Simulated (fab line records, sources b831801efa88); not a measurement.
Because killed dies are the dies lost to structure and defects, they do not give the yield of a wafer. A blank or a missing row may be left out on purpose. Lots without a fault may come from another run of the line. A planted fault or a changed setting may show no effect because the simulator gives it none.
Shared-tool check	flow sfq_line	Lots sampled 14, wafers sampled 48

## WHAT PROMPTED THE OPENING
Of 14 lots, 2 have the reading M6_NB_RS flagged at SFQ_M6_RS_MEAS_938. Wafers without a fault read 0.887 ohm/sq, standard deviation 0.0068.
Rule: a lot is flagged when every wafer of it that has a number lies more than 4 standard deviations from that mean, or none has a number. As for the other lots, they are considered sound.

lot	measured	on	M6_NB_RS (ohm/sq), wafer by wafer	flag
L989	day 67 11:01	film_metro-04	0.891 0.879 0.883	
L990	day 67 17:01	film_metro-04	0.874 0.882 0.882	
L991	day 68 07:32	film_metro-04	0.888 0.879 0.881	
L992	day 68 17:14	film_metro-04	0.875 0.890 0.883	
L995	day 70 00:29	film_metro-02	0.951 0.948 0.941 0.949 0.948 0.942	FLAGGED
L997	day 70 14:05	film_metro-04	0.949 0.942 0.939 0.950 0.941 0.939	FLAGGED
L102	day 76 21:14	film_metro-04	0.893 0.895 0.899	
L104	day 77 05:38	film_metro-04	0.883 0.878 0.891	
L105	day 78 00:50	film_metro-02	0.891 0.895 0.895	
L107	day 78 22:26	film_metro-02	0.888 0.885 0.887	
L108	day 79 12:50	film_metro-04	0.875 0.881 0.871	
L110	day 79 15:23	film_metro-04	0.888 0.878 0.877	
L111	day 80 02:33	film_metro-04	0.890 0.889 0.891	
L112	day 80 07:44	film_metro-04	0.889 0.883 0.889	
The numbers of the flagged lots are 0.945 ohm/sq on average: +0.058 ohm/sq against the usual, or +9 standard deviations.

## LOT BY LOT: THE TOOL USED
The record holds 1 process step before the reading, out of a route of 325 steps. Every cell lists first the tool, next ch and the chambers used by the sampled wafers, and last the start.
lot	flag	SFQ_TRILAYER_M6_DEP_SPUTTER_157
L989		pvd_sputter-04, day 67 10:56
L990		pvd_sputter-03, day 67 16:55
L991		pvd_sputter-04, day 68 07:25
L992		pvd_sputter-03, day 68 17:09
L995	FLAGGED	pvd_sputter-03, day 70 00:21
L997	FLAGGED	pvd_sputter-03, day 70 13:56
L102		pvd_sputter-03, day 76 21:09
L104		pvd_sputter-03, day 77 05:33
L105		pvd_sputter-03, day 78 00:45
L107		pvd_sputter-04, day 78 22:21
L108		pvd_sputter-03, day 79 12:45
L110		pvd_sputter-03, day 79 15:16
L111		pvd_sputter-04, day 80 02:24
L112		pvd_sputter-04, day 80 07:37
These steps, and what they do:
- SFQ_TRILAYER_M6_DEP_SPUTTER_157: material Nb, target thk 200 nm, time 133.3 s.
- SFQ_M6_RS_MEAS_938: measures by four-point-probe.

## FLAGGED AGAINST TOTAL, ONE TOOL AT A TIME (gauges that did the reading follow at the end)
step	tool	lots run	flagged	share of the flagged lots	sound lots run after its first flagged lot
SFQ_TRILAYER_M6_DEP_SPUTTER_157	pvd_sputter-03	9	2	all	5 (L102,L104,L105,L108,L110)
SFQ_TRILAYER_M6_DEP_SPUTTER_157	pvd_sputter-04	5	0	none	-
SFQ_M6_RS_MEAS_938	film_metro-02	3	1	some	2 (L105,L107)
SFQ_M6_RS_MEAS_938	film_metro-04	11	1	some	6 (L102,L104,L108,L110,L111,L112)

## WHAT IS ALLOWED BY THE TABLE
In the table, 1 row covers all flagged lots: pvd_sputter-03 at SFQ_TRILAYER_M6_DEP_SPUTTER_157.
- pvd_sputter-03 at SFQ_TRILAYER_M6_DEP_SPUTTER_157: 2 of its 9 lots flagged. Sound lots followed the first flagged one (L102, L104, L105, L108, L110) on it, something a lasting fault affecting the whole tool could not allow.
None of the table's rows ran every flagged lot and, after the first, no sound lot.

## WHAT THE SIMULATOR PUT IN
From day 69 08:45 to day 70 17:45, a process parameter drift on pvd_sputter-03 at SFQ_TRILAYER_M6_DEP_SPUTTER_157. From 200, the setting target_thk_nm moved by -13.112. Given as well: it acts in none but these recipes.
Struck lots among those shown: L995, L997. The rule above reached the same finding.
